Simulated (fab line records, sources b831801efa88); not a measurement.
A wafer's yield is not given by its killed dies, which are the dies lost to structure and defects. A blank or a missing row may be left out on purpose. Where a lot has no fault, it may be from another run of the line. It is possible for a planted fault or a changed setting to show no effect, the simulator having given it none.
Which of the tools did it? + flow gf180mcu + Sampling: 24 lots, 72 wafers, 6 of 602 route steps

== WHAT THE GAUGES SHOWED, per wafer ==
GF_M3_RS_MEAS_05: a four-point-probe measurement.
| lot  | measured     | on            | M3_ALCU_RS (ohm/sq)  |
|------|--------------|---------------|----------------------|
| L074 | day 20 11:01 | film_metro-03 | 0.0700 0.0704 0.0706 |
| L075 | day 21 08:06 | film_metro-02 | 0.0698 0.0697 0.0693 |
| L076 | day 21 09:11 | film_metro-02 | 0.0694 0.0697 0.0696 |
| L077 | day 21 14:15 | film_metro-01 | 0.0698 0.0710 0.0709 |
| L078 | day 22 06:13 | film_metro-03 | 0.0698 0.0711 0.0708 |
| L079 | day 22 17:16 | film_metro-03 | 0.0684 0.0695 0.0696 |
| L081 | day 23 04:13 | film_metro-02 | 0.0695 0.0699 0.0694 |
| L080 | day 23 05:14 | film_metro-03 | 0.0710 0.0692 0.0691 |
| L082 | day 23 13:03 | film_metro-03 | 0.0707 0.0696 0.0707 |
| L083 | day 23 20:52 | film_metro-02 | 0.0691 0.0695 0.0699 |
| L084 | day 24 03:14 | film_metro-01 | 0.0697 0.0701 0.0690 |
| L085 | day 24 08:32 | film_metro-02 | 0.0708 0.0699 0.0698 |
| L086 | day 24 16:22 | film_metro-01 | 0.0680 0.0690 0.0688 |
| L087 | day 24 22:27 | film_metro-03 | 0.0702 0.0699 0.0700 |
| L088 | day 25 10:23 | film_metro-01 | 0.0708 0.0704 0.0689 |
| L089 | day 25 14:21 | film_metro-03 | 0.0693 0.0697 0.0690 |
| L090 | day 25 23:36 | film_metro-02 | 0.0694 0.0693 0.0684 |
| L091 | day 26 08:14 | film_metro-03 | 0.0698 0.0695 0.0692 |
| L092 | day 26 11:24 | film_metro-03 | 0.0687 0.0698 0.0691 |
| L093 | day 26 16:19 | film_metro-02 | 0.0698 0.0700 0.0693 |
| L094 | day 27 01:27 | film_metro-03 | 0.0699 0.0702 0.0701 |
| L095 | day 27 11:14 | film_metro-03 | 0.0698 0.0694 0.0702 |
| L096 | day 27 13:57 | film_metro-03 | 0.0701 0.0693 0.0700 |
| L097 | day 27 18:32 | film_metro-01 | 0.0692 0.0694 0.0679 |

GF_M3_OVL_MEAS_15.
| lot  | measured     | on         | M3_OVL (nm) |
|------|--------------|------------|-------------|
| L074 | day 21 11:23 | overlay-02 | -12 3 -9    |
| L075 | day 22 07:17 | overlay-02 | -1 -6 -7    |
| L076 | day 22 09:16 | overlay-02 | -10 -16 -2  |
| L077 | day 22 13:49 | overlay-02 | -4 1 -8     |
| L078 | day 23 05:20 | overlay-01 | -5 -15 -10  |
| L079 | day 23 15:49 | overlay-01 | -13 -3 -5   |
| L081 | day 24 02:08 | overlay-01 | -10 -1 -12  |
| L080 | day 24 03:32 | overlay-02 | -10 -17 -16 |
| L082 | day 24 10:46 | overlay-02 | -14 -14 -8  |
| L083 | day 24 18:38 | overlay-01 | -9 -15 -13  |
| L084 | day 25 00:20 | overlay-02 | -2 -8 -4    |
| L085 | day 25 06:15 | overlay-02 | -2 -6 -5    |
| L086 | day 25 13:25 | overlay-02 | -3 -19 -2   |
| L087 | day 25 19:39 | overlay-02 | -2 -2 -4    |
| L088 | day 26 07:30 | overlay-02 | -6 -13 -3   |
| L089 | day 26 11:17 | overlay-02 | -3 -14 -3   |
| L090 | day 26 20:38 | overlay-02 | -5 -6 -2    |
| L091 | day 27 04:50 | overlay-01 | -3 6 -8     |
| L092 | day 27 08:02 | overlay-01 | -14 -11 -2  |
| L093 | day 27 13:13 | overlay-01 | -4 -2 -3    |
| L094 | day 27 21:52 | overlay-01 | -8 -1 -9    |
| L095 | day 28 06:55 | overlay-02 | -19 -14 -5  |
| L096 | day 28 09:25 | overlay-01 | -4 -11 -16  |
| L097 | day 28 14:05 | overlay-02 | -4 -7 -12   |

GF_V4_THK_MEAS_03.
| lot  | measured     | on            | V4_CVD_02_THK (nm) |
|------|--------------|---------------|--------------------|
| L074 | day 23 13:16 | film_metro-01 | 858 848 857        |
| L075 | day 24 08:29 | film_metro-04 | 855 855 874        |
| L076 | day 24 10:13 | film_metro-01 | 828 820 842        |
| L077 | day 24 14:04 | film_metro-02 | 829 826 831        |
| L078 | day 25 06:33 | film_metro-02 | 829 820 819        |
| L079 | day 25 15:33 | film_metro-04 | 851 853 857        |
| L081 | day 26 00:31 | film_metro-04 | 834 843 851        |
| L080 | day 26 01:56 | film_metro-04 | 855 856 853        |
| L082 | day 26 08:55 | film_metro-02 | 856 826 841        |
| L083 | day 26 16:03 | film_metro-02 | 837 840 855        |
| L084 | day 26 22:13 | film_metro-04 | 855 819 841        |
| L085 | day 27 02:56 | film_metro-04 | 854 859 865        |
| L086 | day 27 11:32 | film_metro-04 | 853 850 852        |
| L087 | day 27 16:24 | film_metro-01 | 841 856 846        |
| L088 | day 28 04:31 | film_metro-01 | 838 851 854        |
| L089 | day 28 06:48 | film_metro-02 | 840 841 852        |
| L090 | day 28 16:44 | film_metro-01 | 848 830 852        |
| L091 | day 29 00:50 | film_metro-01 | 834 848 855        |
| L092 | day 29 03:09 | film_metro-04 | 848 848 848        |
| L093 | day 29 08:46 | film_metro-01 | 829 849 853        |
| L094 | day 29 17:45 | film_metro-04 | 846 849 853        |
| L095 | day 30 00:34 | film_metro-01 | 849 854 862        |
| L096 | day 30 03:47 | film_metro-01 | 835 828 856        |
| L097 | day 30 08:14 | film_metro-04 | 839 845 853        |

GF_M5_OVL_MEAS_08.
| lot  | measured     | on         | M5_OVL (nm) |
|------|--------------|------------|-------------|
| L074 | day 26 07:35 | overlay-01 | 0 1 -1      |
| L075 | day 27 02:54 | overlay-01 | 8 -2 4      |
| L076 | day 27 04:29 | overlay-02 | 2 0 -3      |
| L077 | day 27 06:50 | overlay-02 | -1 7 -1     |
| L078 | day 27 22:23 | overlay-02 | -1 -9 -3    |
| L079 | day 28 07:26 | overlay-02 | 4 3 4       |
| L081 | day 28 15:26 | overlay-01 | -6 -4 -5    |
| L080 | day 28 16:57 | overlay-02 | 4 -2 -1     |
| L082 | day 28 22:50 | overlay-01 | 5 6 -3      |
| L083 | day 29 05:32 | overlay-02 | 1 -3 3      |
| L084 | day 29 11:46 | overlay-02 | 4 5 8       |
| L085 | day 29 14:56 | overlay-01 | -7 -6 -5    |
| L086 | day 30 00:16 | overlay-02 | 3 5 1       |
| L087 | day 30 05:00 | overlay-02 | 0 -1 -3     |
| L088 | day 30 14:35 | overlay-01 | -1 -8 -4    |
| L089 | day 30 17:32 | overlay-01 | -3 -1 -1    |
| L090 | day 31 03:51 | overlay-01 | 7 -1 3      |
| L091 | day 31 11:17 | overlay-02 | -6 -4 -2    |
| L092 | day 31 12:32 | overlay-01 | 0 -3 0      |
| L093 | day 31 17:08 | overlay-01 | -1 2 -3     |
| L094 | day 32 03:23 | overlay-01 | -2 1 0      |
| L095 | day 32 08:44 | overlay-02 | 7 4 1       |
| L096 | day 32 10:47 | overlay-01 | 1 -4 -7     |
| L097 | day 32 15:38 | overlay-02 | -2 -1 0     |

== WHICH TOOL RAN EACH LOT (tool, then ch and the chambers of the sampled wafers, then the start) ==
| lot  | GF_M4_SPUTTER_04             | GF_V4_SPUTTER_21             |
|------|------------------------------|------------------------------|
| L074 | pvd_sputter-01, day 22 13:34 | pvd_sputter-03, day 24 12:10 |
| L075 | pvd_sputter-01, day 23 09:13 | pvd_sputter-02, day 25 07:04 |
| L076 | pvd_sputter-03, day 23 11:44 | pvd_sputter-04, day 25 08:59 |
| L077 | pvd_sputter-03, day 23 15:33 | pvd_sputter-03, day 25 12:18 |
| L078 | pvd_sputter-03, day 24 08:09 | pvd_sputter-02, day 26 04:32 |
| L079 | pvd_sputter-01, day 24 17:27 | pvd_sputter-04, day 26 13:46 |
| L081 | pvd_sputter-03, day 25 02:18 | pvd_sputter-02, day 26 22:29 |
| L080 | pvd_sputter-01, day 25 04:15 | pvd_sputter-04, day 26 23:35 |
| L082 | pvd_sputter-01, day 25 11:07 | pvd_sputter-02, day 27 06:54 |
| L083 | pvd_sputter-01, day 25 18:49 | pvd_sputter-02, day 27 13:44 |
| L084 | pvd_sputter-04, day 26 00:16 | pvd_sputter-04, day 27 19:40 |
| L085 | pvd_sputter-01, day 26 05:39 | pvd_sputter-02, day 27 23:50 |
| L086 | pvd_sputter-01, day 26 14:18 | pvd_sputter-02, day 28 09:04 |
| L087 | pvd_sputter-01, day 26 19:04 | pvd_sputter-03, day 28 13:01 |
| L088 | pvd_sputter-01, day 27 07:10 | pvd_sputter-03, day 29 00:35 |
| L089 | pvd_sputter-03, day 27 10:29 | pvd_sputter-04, day 29 04:08 |
| L090 | pvd_sputter-03, day 27 19:45 | pvd_sputter-03, day 29 13:58 |
| L091 | pvd_sputter-03, day 28 04:28 | pvd_sputter-02, day 29 21:52 |
| L092 | pvd_sputter-04, day 28 06:41 | pvd_sputter-03, day 29 23:23 |
| L093 | pvd_sputter-03, day 28 11:50 | pvd_sputter-03, day 30 04:51 |
| L094 | pvd_sputter-01, day 28 21:14 | pvd_sputter-04, day 30 13:44 |
| L095 | pvd_sputter-04, day 29 05:19 | pvd_sputter-04, day 30 19:34 |
| L096 | pvd_sputter-03, day 29 07:33 | pvd_sputter-02, day 30 23:23 |
| L097 | pvd_sputter-03, day 29 12:35 | pvd_sputter-04, day 31 03:36 |
- GF_M4_SPUTTER_04: material TiN, target thk 50 nm, time 41.7 s.
- GF_V4_SPUTTER_21: material Ti, target thk 15 nm, time 80.02 s.

== AS READ BY THE TOOLS THEMSELVES (means over the sampled wafers that have a number; for cases with no such wafer, the mark the record gives instead) ==
GF_M4_SPUTTER_04.
| lot  | tool           | throttle_valve_pct (%) |
|------|----------------|------------------------|
| L074 | pvd_sputter-01 | 31.2                   |
| L075 | pvd_sputter-01 | 29.6                   |
| L076 | pvd_sputter-03 | 29.6                   |
| L077 | pvd_sputter-03 | 29.5                   |
| L078 | pvd_sputter-03 | 29.8                   |
| L079 | pvd_sputter-01 | 29.8                   |
| L081 | pvd_sputter-03 | 29.7                   |
| L080 | pvd_sputter-01 | 29.6                   |
| L082 | pvd_sputter-01 | 29.8                   |
| L083 | pvd_sputter-01 | 30.4                   |
| L084 | pvd_sputter-04 | 30.0                   |
| L085 | pvd_sputter-01 | 30.9                   |
| L086 | pvd_sputter-01 | 30.6                   |
| L087 | pvd_sputter-01 | 30.5                   |
| L088 | pvd_sputter-01 | 30.7                   |
| L089 | pvd_sputter-03 | 29.5                   |
| L090 | pvd_sputter-03 | 29.0                   |
| L091 | pvd_sputter-03 | 28.9                   |
| L092 | pvd_sputter-04 | 29.4                   |
| L093 | pvd_sputter-03 | 28.9                   |
| L094 | pvd_sputter-01 | 30.5                   |
| L095 | pvd_sputter-04 | 30.4                   |
| L096 | pvd_sputter-03 | 29.5                   |
| L097 | pvd_sputter-03 | 29.2                   |

GF_V4_SPUTTER_21.
| lot  | tool           | throttle_valve_pct (%) |
|------|----------------|------------------------|
| L074 | pvd_sputter-03 | 29.7                   |
| L075 | pvd_sputter-02 | 30.1                   |
| L076 | pvd_sputter-04 | 29.9                   |
| L077 | pvd_sputter-03 | 29.5                   |
| L078 | pvd_sputter-02 | 29.9                   |
| L079 | pvd_sputter-04 | 30.3                   |
| L081 | pvd_sputter-02 | 29.6                   |
| L080 | pvd_sputter-04 | 30.9                   |
| L082 | pvd_sputter-02 | 29.9                   |
| L083 | pvd_sputter-02 | 29.4                   |
| L084 | pvd_sputter-04 | 30.8                   |
| L085 | pvd_sputter-02 | 29.9                   |
| L086 | pvd_sputter-02 | 29.6                   |
| L087 | pvd_sputter-03 | 29.7                   |
| L088 | pvd_sputter-03 | 29.6                   |
| L089 | pvd_sputter-04 | 30.1                   |
| L090 | pvd_sputter-03 | 28.9                   |
| L091 | pvd_sputter-02 | 29.5                   |
| L092 | pvd_sputter-03 | 29.1                   |
| L093 | pvd_sputter-03 | 28.7                   |
| L094 | pvd_sputter-04 | 30.7                   |
| L095 | pvd_sputter-04 | 30.9                   |
| L096 | pvd_sputter-02 | 29.7                   |
| L097 | pvd_sputter-04 | 31.3                   |

== THE ANSWER, worked out from the rows above alone ==
Rule: the lots themselves supply what counts as usual. Put in order of their means at a reading, lots are off if they are a third of the lots or fewer, leave a main group of 4 or more, and stand apart from it by a gap of 3 or more times the standard deviation of the main group's means; of several such gaps the widest counts. The tables above print the reading to a certain number of digits; a main group whose means all agree to those digits is not used. Also off: a lot with no number at a reading for which 4 or more lots have one. Where the step has rows for the other lots, those lots are counted as sound. The gauges are gone through in route order, then the tools' own readings, and for those a lot's mean is taken as printed above. The first step at which some lot is off is used, and at that step the reading that is off furthest; a lot without a number counts as furthest.
None of the lots is off at any reading shown; this tells nothing.

== WHAT THE SIMULATOR HAD PUT IN ==
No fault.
